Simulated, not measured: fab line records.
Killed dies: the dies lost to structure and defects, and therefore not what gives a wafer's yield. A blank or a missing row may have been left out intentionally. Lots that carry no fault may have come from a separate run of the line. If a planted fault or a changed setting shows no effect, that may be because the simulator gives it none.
Matching of chambers ; flow gf180mcu ; 3 sister chambers for GF_V4_CMP_26 on cmp-02
The step polishes, stops on SiO2, t overpolish 15 s, target thk 0 nm. 6 wafers are shown with their chamber, then 8 later ones without.

## EACH WAFER AND ITS CHAMBER
wafer;chamber;motor_current_A (A);time_to_endpoint_s (s)
L662.4;0;13.0;85
L662.5;2;10.0;84
L662.6;3;8.9;84
L663.2;3;8.7;87
L663.4;2;9.8;87
L663.5;0;13.7;88

## WAFERS WITHOUT THEIR CHAMBER
wafer;motor_current_A (A);time_to_endpoint_s (s)
L675.3;9.1;82
L675.4;9.6;86
L675.6;13.1;86
L676.2;9.7;84
L676.4;9.0;87
L678.3;13.1;84
L678.4;9.6;86
L678.6;13.6;87

## WHICH CHAMBER EACH ONE RAN IN
wafer;from the rows above;in truth
L675.3;can't be placed: 3 or 2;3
L675.4;can't be placed: 2 or 3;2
L675.6;0;0
L676.2;2;2
L676.4;3;3
L678.3;0;0
L678.4;can't be placed: 2 or 3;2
L678.6;0;0
Correctly placed: 5 of 8. Cannot be placed on the basis of these rows: 3; the candidates contain the true chamber in 3. Number placed wrongly: 0.
How it was worked out, from the rows above alone: a wafer's distance from a chamber is the root of the sum, over the readings, of the square of ((its reading less the chamber's mean) divided by the reading's scatter). If the next closest chamber is less than 2 further off than the closest, the wafer can't be placed; otherwise it belongs to the closest. The mean given for a chamber averages the wafers shown for that chamber. The scatter is the square root of a quotient: the sum, over the shown wafers, of each reading's squared deviation from its chamber's mean, divided by wafers minus chambers.
